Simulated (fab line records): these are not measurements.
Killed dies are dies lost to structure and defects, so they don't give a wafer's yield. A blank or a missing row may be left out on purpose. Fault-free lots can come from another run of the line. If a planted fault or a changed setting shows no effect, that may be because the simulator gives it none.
2 desks, one fault :: flow sky130 :: only its own numbers are on each desk; what lay behind them is given at the end

## METROLOGY DESK
Lot by lot, what the gauges showed, no matter which tool ran the lot: averages of those sampled wafers that carry a number. The brackets show how far a lot's mean lies from the usual mean; more than 4 standard deviations puts the lot out of limits, marked OUT.
Columns: A = cdNm at SKY_METAL2_CD_MEAS_15, usual 139.5 nm; B = METAL2_OVL at SKY_METAL2_OVL_MEAS_16, usual -5 nm
lot: L268
first seen here: day 37 10:31
A: 136.9
B: -10

lot: L269
first seen here: day 37 10:52
A: 140.2
B: -8

lot: L272
first seen here: day 37 18:11
A: 141.7
B: 1

lot: L274
first seen here: day 38 15:42
A: 140.3
B: -3

lot: L283
first seen here: day 40 23:53
A: 140.5
B: 0

lot: L284
first seen here: day 41 08:05
A: 140.3
B: -11
Result from this desk: across the 6 lots, nothing is out of limits.

## THE TOOL OWNER'S DESK: rieMetal-02
The tool's own readings at SKY_METAL2_METAL_ETCH_19 (etches the open film in Cl2/BCl3, stops on SiO2, target depth 360 nm, time 78 s): means of the sampled wafers that have a number, for each lot that ran on this tool. The brackets show how far a lot's mean lies from the usual mean; more than 4 standard deviations puts the lot out of limits, marked OUT.
Columns: A = biasW at SKY_METAL2_METAL_ETCH_19, usual 48.48 W; B = drypumpMotorCurrentA at SKY_METAL2_METAL_ETCH_19, usual 5.97 A; C = oesProductAu at SKY_METAL2_METAL_ETCH_19, usual 0.855 a.u.; D = rfFwdPowerW at SKY_METAL2_METAL_ETCH_19, usual 894 W; E = throttleValvePct at SKY_METAL2_METAL_ETCH_19, usual 22.264 %
lot: L272
first seen here: day 37 18:26
A: 48.45
B: 6.10
C: 0.861
D: 894
E: 22.262

lot: L283
first seen here: day 41 00:08
A: 46.22 (-16) OUT
B: 5.88
C: 0.849
D: 895
E: 22.256

lot: L284
first seen here: day 41 08:19
A: 46.28 (-16) OUT
B: 5.89
C: 0.850
D: 897
E: 22.267
This desk's finding: out of limits on L283, L284; first on L283, day 41 00:08 (biasW at SKY_METAL2_METAL_ETCH_19). Within limits: L272.

## PUT TOGETHER
On L283, L284, at day 41 00:08, an alarm was possible from the tool owner's desk.
At the metrology desk, nothing out of limits was observed.
The metrology desk has L283, L284 on record, within its limits.
Of the lots named, all ran SKY_METAL2_METAL_ETCH_19 on rieMetal-02.

## WHAT THE SIMULATOR HAD INSERTED
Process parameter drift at SKY_METAL2_METAL_ETCH_19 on rieMetal-02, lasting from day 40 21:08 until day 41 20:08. A move of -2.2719 in setting biasW, from 48.5. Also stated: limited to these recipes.
Struck lots among those shown: L283, L284.
Time in hours from fault onset to the first out-of-limits reading at each desk: the tool owner's desk, 3.
